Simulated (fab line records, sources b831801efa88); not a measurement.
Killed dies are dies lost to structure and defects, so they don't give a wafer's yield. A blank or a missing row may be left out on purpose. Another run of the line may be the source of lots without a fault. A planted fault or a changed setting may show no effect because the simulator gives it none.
Struck lot and sound lot, side by side / flow sky130 / 42 out of 708 route steps
Sound: wafers L901.3, L901.4, L901.5. Struck: wafers L912.2, L912.4, L912.5. The cause is given at the end.
Per side, at each step with rows, come the tool, then ch with its chambers, and then its first start. Under that, the readings that differ: sound wafers / struck wafers / difference of the means / sigmas: that difference in standard deviations of wafers without a fault.
alike: readings with means less than 2 such deviations apart, plus words and numbers identical on both sides. not compared: withheld readings, readings lacking a value on some wafer, bounds such as >300 that could conceal the same value, and numbers that have no deviation in the record and whose values overlap.
The two part at a step that has a row with sigmas, a row that says differs or no value, or rows on one side only. When numbers do not overlap yet have no deviation, they are printed without sigmas and do not part them. A reading missing from all wafers of one side parts the sides only when that side holds two or more wafers.

first, 1 step without rows for these wafers: SKY_NWELL_IMPLANT_13.
SKY_NWELL_STRIP_14: strips in O2/N2.
  sound on plasma asher-02 ch 0,1, day 4 21:00; struck on plasma asher-01 ch 1, day 7 08:12
  alike: chamber pressure mTorr, drypump motor current A, o2 flow sccm, oes product au, strip time to endpoint s
  not compared: rf hours counter h
SKY_NWELL_TW_MEAS_15:
  sound on film metro-01 at day 4 21:05; struck on film metro-04 at day 7 08:19
reading=NWELL_TW; sound=1779 1784 1782; struck=1813 1811 1816; difference=+32; sigmas=+2
then, 7 steps without rows for these wafers: SKY_NWELL_DEHYDRATE_16 (time 60 s); SKY_NWELL_HMDS_17 (prime time 60 s); SKY_NWELL_COAT_18 (resist thk 3000 nm); SKY_NWELL_SOFTBAKE_19; SKY_NWELL_EXPOSE_20 (exposes mask NWM COMPLEMENT, target cd 840 nm); SKY_NWELL_PEB_21; SKY_NWELL_DEVELOP_22 (develop time 60 s).
SKY_NWELL_OVL_MEAS_23:
  sound on overlay-01 at day 5 14:02; struck on overlay-02 at day 8 03:55
  alike: NWELL_01_OVL
next, for these wafers, 1 step has no rows: SKY_NWELL_IMPLANT_24.
SKY_NWELL_STRIP_25: strips in O2/N2.
  sound on plasma asher-02 ch 0,1, day 5 14:15; struck on plasma asher-03 ch 0,1, day 8 04:06
reading=drypump motor current A (A); sound=6.1 5.5 6.1; struck=5.0 4.9 5.0; difference=-0.9; sigmas=-2
  alike: chamber pressure mTorr, o2 flow sccm, oes product au, strip time to endpoint s
  not compared: rf hours counter h
SKY_NWELL_TW_MEAS_26:
  sound on film metro-02 at day 5 14:20; struck on film metro-02 at day 8 04:13
  alike: NWELL_2_TW
then, 1 step without rows for these wafers: SKY_NWELL_CLEAN_27 (cleans in SC1/SC2, time 150 s).
SKY_NWELL_RTA_28: time 30 s.
  sound on rtp anneal-01 ch 0, day 5 14:28; struck on rtp anneal-02 ch 0, day 8 04:21
  alike: lamp power pct, wafer_temp_C_max
SKY_NWELL_RS_MEAS_29: uses a four-point probe to measure.
  sound on film metro-01 at day 5 14:34; struck on film metro-04 at day 8 04:32
  alike: NWELL_RS
SKY_NWELL_RS_MEAS_31: uses a four-point probe to measure.
  sound on film metro-01 at day 5 14:48; struck on film metro-04 at day 8 04:47
  alike: PWDE_RS
then, 7 steps without rows for these wafers: SKY_VT_ADJUST_HVTP_DEHYDRATE_00 (time 60 s); SKY_VT_ADJUST_HVTP_HMDS_01 (prime time 60 s); SKY_VT_ADJUST_HVTP_COAT_02 (resist thk 1140 nm); SKY_VT_ADJUST_HVTP_SOFTBAKE_03 (time 60 s); SKY_VT_ADJUST_HVTP_EXPOSE_04 (exposes mask HVTPM, target cd 380 nm); SKY_VT_ADJUST_HVTP_PEB_05; SKY_VT_ADJUST_HVTP_DEVELOP_06 (develop time 60 s).
SKY_VT_ADJUST_HVTP_CD_MEAS_07: the cd target is 380 nm.
  sound on cd sem-02 at day 6 09:31; struck on cd sem-02 at day 8 23:26
  alike: cd nm
SKY_VT_ADJUST_HVTP_OVL_MEAS_08:
  sound on overlay-01 at day 6 09:37; struck on overlay-01 at day 8 23:33
  alike: VT_ADJUST_HVTP_OVL
next, for these wafers, 1 step has no rows: SKY_VT_ADJUST_HVTP_IMPLANT_09.
SKY_VT_ADJUST_HVTP_STRIP_10: strips in O2/N2.
  sound on plasma asher-01 ch 0,1, day 6 09:49; struck on plasma asher-01 ch 0,1, day 8 23:44
  alike: chamber pressure mTorr, drypump motor current A, o2 flow sccm, oes product au, strip time to endpoint s
  not compared: rf hours counter h
SKY_VT_ADJUST_HVTP_TW_MEAS_11:
  sound on film metro-03 at day 6 09:54; struck on film metro-01 at day 8 23:50
  alike: VT_ADJUST_HVTP_TW
then, 7 steps without rows for these wafers: SKY_VT_ADJUST_LVTN_DEHYDRATE_00 (time 60 s); SKY_VT_ADJUST_LVTN_HMDS_01 (prime time 60 s); SKY_VT_ADJUST_LVTN_COAT_02 (resist thk 3000 nm); SKY_VT_ADJUST_LVTN_SOFTBAKE_03; SKY_VT_ADJUST_LVTN_EXPOSE_04 (exposes mask NWM COMPLEMENT LESS NATIVE, target cd 840 nm); SKY_VT_ADJUST_LVTN_PEB_05; SKY_VT_ADJUST_LVTN_DEVELOP_06 (develop time 60 s).
SKY_VT_ADJUST_LVTN_OVL_MEAS_07:
  sound on overlay-01 at day 7 04:17; struck on overlay-02 at day 9 21:05
  alike: VT_ADJUST_LVTN_OVL
next, for these wafers, 1 step has no rows: SKY_VT_ADJUST_LVTN_IMPLANT_08.
SKY_VT_ADJUST_LVTN_STRIP_09: strips in O2/N2.
  sound on plasma asher-04 ch 0,1, day 7 04:29; struck on plasma asher-02 ch 0,1, day 9 21:16
  alike: chamber pressure mTorr, drypump motor current A, o2 flow sccm, oes product au, strip time to endpoint s
  not compared: rf hours counter h
SKY_VT_ADJUST_LVTN_TW_MEAS_10:
  sound on film metro-04 at day 7 04:35; struck on film metro-03 at day 9 21:22
  alike: VT_ADJUST_LVTN_TW
-- the record jumps here: 38 days lie between the struck wafers' starts before and after (it left off in module VT_ADJUST_LVTN and takes up again in module PAD_OPEN, whose first step shown is number 708 of the route) --
SKY_PAD_OPEN_PROBE_99:
  sound on prober-02 at day 45 20:55; struck on prober-01 at day 48 03:07
reading=killed at front end; sound=17 13 19; struck=41 40 37; difference=+23; sigmas=+5
  alike: killed_at_M0_to_M3, killed_at_M4_up, killed at contacts, killed at other, killed dies, killed open, killed short

WHERE THEY PART
Earliest at SKY_NWELL_TW_MEAS_15; latest, in this record, at SKY_PAD_OPEN_PROBE_99.

WHY: what had been put in by the simulator
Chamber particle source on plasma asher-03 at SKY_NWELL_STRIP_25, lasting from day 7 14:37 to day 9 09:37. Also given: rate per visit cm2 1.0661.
